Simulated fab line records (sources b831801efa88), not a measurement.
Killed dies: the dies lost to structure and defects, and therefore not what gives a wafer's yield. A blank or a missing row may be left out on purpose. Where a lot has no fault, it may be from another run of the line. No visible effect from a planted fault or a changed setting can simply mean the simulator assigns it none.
fab line records	flow sky130
[record] lots = 12	wafers = 36	lastDay = 50
route steps=708 shown DNWELL@43 GATE_OXIDE@198 CONTACT@431
lots that met no fault: taken from a fault-free run of the same line
startH: hours from the record's opening day to when the first of the lot's shown wafers began	waitH: hours since the lot's step before	" same as the row above	L1.1+2: a single row standing in for several wafers	- no value, or no start was given	* or withheld: withheld	< > ~ a bound
route shown NAME@n: NAME is a module with steps in the file, n the number in the route of the first one	usual: the fault-free wafers' mean and standard deviation	same: alike in all rows	chamber/n: place in a boat	sites: per-site readings	_std_site: how widely they spread, as a standard deviation	_edge_site: the outer-site mean with the inner-site mean subtracted	radiusMm: how far each site lies from the wafer's centre	mask NAME#n: copy n	behind: the last tool/chamber to shape the wafer	hold: why the lot was held/for how many hours/how that ended	device: whichever transistor did not switch (one of n, p or np)	end of line: tests run on the same wafers once the route is complete	where a step has no rows: the recipe by itself	killed: at the first sort, the dies lost to defects and structure; wafer yield is something else	map: the dies of a wafer, with x for killed, . for not killed, _ for no die there
set.NAME: the run value of the setting; set.NAME@STEP: its run value at that earlier step	model.NAME: the simulator's own value behind a step, which no gauge read
route steps across a sampled set of lots; one table per step, one row per wafer
services: from which hour (startH, from the record's first day; less than 0 if before it) a tool's chamber was out of use, for how many hours, and why
[[steps]]
[step SKY_DNWELL_STRIP_08]
[recipe] chemistry = O2/N2	powerW = 1400	pressureMtorr = 1500	platenTempC = withheld	o2FlowSccm = 3000	n2FlowSccm = 300	overashFraction = 0.5
[usual] drypumpMotorCurrentA = 6.0/0.41	oesProductAu = 0.723/0.0049	stripTimeToEndpointS = 36.88/0.1
lot.wafer	tool	chamber	startH	waitH	drypumpMotorCurrentA	oesProductAu	rfHoursCounterH	stripTimeToEndpointS
L941.1	plasmaAsher-02	1	55.50	0.1	6.6	0.728	33	36.68
L941.3	"	1	"	"	6.6	0.729	-	36.81
L941.6	"	1	"	"	6.7	0.721	-	36.81
L943.2	plasmaAsher-04	0	65.62	0.1	6.5	0.724	26	36.93
L943.3	"	1	"	"	6.0	0.728	-	37.00
L943.4	"	0	"	"	6.5	0.722	-	36.88
L944.1	plasmaAsher-02	0	69.68	0.1	5.1	0.726	35	36.86
L944.4	"	0	"	"	5.1	0.723	-	36.93
L944.5	"	1	"	"	6.6	0.720	-	37.01
L946.2	plasmaAsher-04	1	81.12	0.1	6.0	0.719	27	36.80
L946.5	"	1	"	"	6.0	0.725	-	36.86
L946.6	"	0	"	"	6.5	0.727	-	36.80
L947.3	plasmaAsher-03	1	86.21	0.1	5.7	0.722	-	36.98
L947.4	"	0	"	"	6.0	0.722	-	37.04
L947.6	"	0	"	"	6.0	0.722	-	36.89
L949.1	plasmaAsher-04	0	110.47	0.1	6.5	0.716	30	36.85
L949.2	"	1	"	"	6.0	0.725	30	36.94
L949.4	"	1	"	"	6.0	0.727	-	36.92
L952.1	plasmaAsher-03	0	117.67	0.1	6.0	0.720	44	36.79
L952.5	"	0	"	"	6.1	0.719	-	36.82
L952.6	"	1	"	"	5.7	0.726	-	36.85
L953.1	plasmaAsher-04	1	118.05	0.1	6.0	0.733	31	36.86
L953.5	"	1	"	"	6.0	0.724	-	36.84
L953.6	"	0	"	"	6.5	0.719	-	36.77
L961.1	plasmaAsher-02	1	162.63	0.1	6.6	0.728	4	36.88
L961.2	"	0	"	"	5.1	0.725	4	36.83
L961.4	"	0	"	"	5.1	0.725	-	36.82
L962.1	plasmaAsher-03	1	169.03	0.1	5.7	0.720	49	36.89
L962.2	"	0	"	"	6.0	0.724	49	36.86
L962.5	"	0	"	"	6.1	0.717	-	36.89
L963.2	plasmaAsher-03	1	171.23	0.1	5.8	0.723	49	36.89
L963.3	"	0	"	"	6.0	0.734	-	36.66
L963.5	"	0	"	"	6.1	0.731	-	36.70
L964.1	plasmaAsher-03	1	178.90	0.1	5.7	0.725	50	36.84
L964.4	"	0	"	"	6.1	0.712	-	36.83
L964.5	"	1	"	"	5.7	0.718	-	36.79
[step SKY_GATE_OXIDE_IMPLANT_11]
[recipe] species = B	energyKev = 10	doseCm2 = 2.6e+12	tiltDeg = withheld
[usual] doseIonsCm2 = 2.5995e+12/2.8e+09	faradayCurrentUA = 14.72/0.27
lot.wafer	tool	chamber	startH	waitH	doseIonsCm2	faradayCurrentUA
L941.1	implanter-04	0	313.27	0.0	2.5945e+12	14.39
L941.3	"	0	"	"	2.5958e+12	14.75
L941.6	"	0	"	"	2.6031e+12	14.28
L943.2	implanter-04	0	333.38	0.0	2.6004e+12	15.00
L943.3	"	0	"	"	2.5968e+12	14.75
L943.4	"	0	"	"	2.5969e+12	14.86
L944.1	implanter-02	0	339.51	0.0	2.6012e+12	14.60
L944.4	"	0	"	"	2.5982e+12	15.08
L944.5	"	0	"	"	2.5963e+12	14.79
L946.2	implanter-04	0	358.96	0.0	2.5997e+12	14.57
L946.5	"	0	"	"	2.5988e+12	14.86
L946.6	"	0	"	"	2.6014e+12	14.56
L947.3	implanter-04	0	363.43	0.1	2.5998e+12	14.34
L947.4	"	0	"	"	2.6035e+12	14.80
L947.6	"	0	"	"	2.5997e+12	14.48
L949.1	implanter-04	0	407.23	0.0	1.7114e+12	9.81
L949.2	"	0	"	"	1.7144e+12	9.97
L949.4	"	0	"	"	1.7157e+12	9.53
L953.1	implanter-04	0	421.46	0.0	1.7117e+12	9.99
L953.5	"	0	"	"	1.7136e+12	9.62
L953.6	"	0	"	"	1.7142e+12	9.90
L952.1	implanter-02	0	422.03	0.0	2.6044e+12	15.15
L952.5	"	0	"	"	2.5971e+12	14.42
L952.6	"	0	"	"	2.6026e+12	14.84
L961.1	implanter-02	0	489.61	0.0	2.5983e+12	14.96
L961.2	"	0	"	"	2.5958e+12	14.90
L961.4	"	0	"	"	2.5992e+12	14.56
L962.1	implanter-01	0	498.78	0.0	2.5998e+12	14.85
L962.2	"	0	"	"	2.6016e+12	14.70
L962.5	"	0	"	"	2.5993e+12	14.87
L963.2	implanter-02	0	503.13	0.0	2.599e+12	14.85
L963.3	"	0	"	"	2.5978e+12	14.84
L963.5	"	0	"	"	2.6011e+12	14.79
L964.1	implanter-01	0	511.71	0.2	2.5953e+12	14.78
L964.4	"	0	"	"	2.6059e+12	14.87
L964.5	"	0	"	"	2.5989e+12	15.05
[step SKY_GATE_OXIDE_TW_MEAS_14]
[usual] GATE_OXIDE_TW = 224.8/1
lot.wafer	tool	chamber	startH	waitH	GATE_OXIDE_TW
L941.1	filmMetro-03	-	313.62	0.1	225.0
L941.3	"	-	"	"	226.8
L941.6	"	-	"	"	226.0
L943.2	filmMetro-01	-	333.72	0.1	222.0
L943.3	"	-	"	"	225.5
L943.4	"	-	"	"	223.9
L944.1	filmMetro-04	-	339.86	0.1	224.8
L944.4	"	-	"	"	226.8
L944.5	"	-	"	"	225.5
L946.2	filmMetro-04	-	359.30	0.1	224.9
L946.5	"	-	"	"	224.1
L946.6	"	-	"	"	225.9
L947.3	filmMetro-03	-	363.75	0.1	223.0
L947.4	"	-	"	"	224.2
L947.6	"	-	"	"	224.4
L949.1	filmMetro-04	-	407.58	0.1	199.7
L949.2	"	-	"	"	200.0
L949.4	"	-	"	"	200.8
L953.1	filmMetro-04	-	421.82	0.1	200.5
L953.5	"	-	"	"	199.7
L953.6	"	-	"	"	200.4
L952.1	filmMetro-03	-	422.38	0.1	224.0
L952.5	"	-	"	"	224.5
L952.6	"	-	"	"	226.0
L961.1	filmMetro-01	-	489.96	0.1	223.4
L961.2	"	-	"	"	224.5
L961.4	"	-	"	"	225.0
L962.1	filmMetro-04	-	499.13	0.1	225.5
L962.2	"	-	"	"	225.0
L962.5	"	-	"	"	226.2
L963.2	filmMetro-01	-	503.47	0.1	223.9
L963.3	"	-	"	"	223.8
L963.5	"	-	"	"	223.2
L964.1	filmMetro-04	-	512.06	0.1	225.3
L964.4	"	-	"	"	226.1
L964.5	"	-	"	"	226.0
[step SKY_CONTACT_RS_MEAS_25]
[recipe] thkMeasGauge = four-point-probe	reads = W_of_CONTACT_CVD_24+TiN_of_CONTACT_SPUTTER_23
[usual] CONTACT_W_RS = 0.339/0.0035
lot.wafer	tool	chamber	startH	waitH	CONTACT_W_RS[ohm/sq]
L941.1	filmMetro-02	-	751.54	0.1	0.337
L941.3	"	-	"	"	0.340
L941.6	"	-	"	"	0.339
L943.2	filmMetro-03	-	765.84	0.1	0.337
L943.3	"	-	"	"	0.341
L943.4	"	-	"	"	0.337
L944.1	filmMetro-02	-	770.84	0.1	0.337
L944.4	"	-	"	"	0.336
L944.5	"	-	"	"	0.341
L946.2	filmMetro-03	-	789.93	0.2	0.341
L946.5	"	-	"	"	0.339
L946.6	"	-	"	"	0.336
L947.3	filmMetro-02	-	797.72	0.1	0.333
L947.4	"	-	"	"	0.332
L947.6	"	-	"	"	0.338
L949.1	filmMetro-02	-	833.22	0.1	0.337
L949.2	"	-	"	"	0.335
L949.4	"	-	"	"	0.331
L953.1	filmMetro-02	-	846.08	0.1	0.336
L953.5	"	-	"	"	0.337
L953.6	"	-	"	"	0.337
L952.1	filmMetro-01	-	846.56	0.1	0.344
L952.5	"	-	"	"	0.343
L952.6	"	-	"	"	0.342
L961.1	filmMetro-01	-	900.99	0.1	0.339
L961.2	"	-	"	"	0.338
L961.4	"	-	"	"	0.341
L962.1	filmMetro-01	-	907.16	0.1	0.352
L962.2	"	-	"	"	0.342
L962.5	"	-	"	"	0.344
L963.2	filmMetro-02	-	911.95	0.1	0.349
L963.3	"	-	"	"	0.337
L963.5	"	-	"	"	0.348
L964.1	filmMetro-03	-	918.72	0.1	0.340
L964.4	"	-	"	"	0.336
L964.5	"	-	"	"	0.337
[step SKY_CONTACT_THK_MEAS_26]
[recipe] thkMeasGauge = xrf	reads = W_of_CONTACT_CVD_24
[usual] CONTACT_W_THK = 332/4.5
lot.wafer	tool	chamber	startH	waitH	CONTACT_W_THK[nm]
L941.1	filmMetro-02	-	751.66	0.1	337
L941.3	"	-	"	"	333
L941.6	"	-	"	"	335
L943.2	filmMetro-03	-	765.95	0.1	335
L943.3	"	-	"	"	331
L943.4	"	-	"	"	334
L944.1	filmMetro-02	-	770.96	0.1	335
L944.4	"	-	"	"	337
L944.5	"	-	"	"	332
L946.2	filmMetro-03	-	790.04	0.1	329
L946.5	"	-	"	"	327
L946.6	"	-	"	"	334
L947.3	filmMetro-02	-	797.82	0.1	339
L947.4	"	-	"	"	341
L947.6	"	-	"	"	333
L949.1	filmMetro-02	-	833.34	0.1	335
L949.2	"	-	"	"	337
L949.4	"	-	"	"	341
L953.1	filmMetro-02	-	846.20	0.1	342
L953.5	"	-	"	"	340
L953.6	"	-	"	"	340
L952.1	filmMetro-01	-	846.68	0.1	327
L952.5	"	-	"	"	330
L952.6	"	-	"	"	329
L961.1	filmMetro-01	-	901.11	0.1	329
L961.2	"	-	"	"	332
L961.4	"	-	"	"	331
L962.1	filmMetro-01	-	907.28	0.1	318
L962.2	"	-	"	"	324
L962.5	"	-	"	"	325
L963.2	filmMetro-02	-	912.06	0.1	325
L963.3	"	-	"	"	336
L963.5	"	-	"	"	327
L964.1	filmMetro-03	-	918.84	0.1	329
L964.4	"	-	"	"	334
L964.5	"	-	"	"	335
[[services]]
tool	chamber	startH	hours	kind
plasmaAsher-02	-	34.83	1.9	repair
implanter-04	-	75.68	17.2	pm
implanter-04	-	92.89	2.3	pm
plasmaAsher-02	-	108.75	9.0	pm
plasmaAsher-04	-	126.98	0.7	repair
implanter-01	-	130.78	0.7	repair
plasmaAsher-04	-	145.75	2.8	pm
implanter-01	-	163.01	1.4	repair
implanter-02	-	182.30	36.3	pm
plasmaAsher-02	-	219.84	0.4	repair
implanter-01	-	238.25	0.6	repair
implanter-02	-	241.83	3.1	repair
plasmaAsher-04	-	253.11	1.2	repair
implanter-02	-	262.29	5.0	repair
implanter-04	-	268.33	2.3	repair
plasmaAsher-02	-	400.48	0.5	repair
implanter-02	-	411.65	3.3	repair
implanter-04	-	416.27	1.8	repair
implanter-04	-	429.50	6.5	repair
implanter-04	-	452.86	6.5	pm
plasmaAsher-04	-	462.81	2.6	repair
implanter-02	-	468.66	2.5	repair
implanter-02	-	475.17	2.3	pm
implanter-04	-	485.46	85.9	pm
[[key]]
[firstSign] step = SKY_GATE_OXIDE_IMPLANT_11	reading = doseIonsCm2	direction = down	sigmas = 99+	usual = *	struck = *
[effect] step = SKY_GATE_OXIDE_IMPLANT_11	reading = faradayCurrentUA	direction = down	sigmas = 18	usual = 14.72	struck = 9.80
[effect] step = SKY_GATE_OXIDE_TW_MEAS_14	reading = GATE_OXIDE_TW	direction = down	sigmas = 24	usual = 224.8	struck = 200.2
metAt SKY_GATE_OXIDE_IMPLANT_11
struckLots L949,L953
testerLeftOut L949,L953
notActingAt SKY_DNWELL_STRIP_08,SKY_CONTACT_RS_MEAS_25,SKY_CONTACT_THK_MEAS_26
onsetBetween 363.43 407.23
[fault] kind = processParameterDrift	tool = implanter-04	chamber = -	onsetH = 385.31	steps = SKY_GATE_OXIDE_IMPLANT_11	channel = doseCm2	offset = *	shape = step	endH = 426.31	actsIn = *	stated = *
// testerLeftOut: of these lots the tester's yield and bins aren't shown, on N5 and GAA mostly nor the transistor test; their killed dies are dies lost to structure and defects alone, not to doping, threshold or leakage, so they don't give the yield
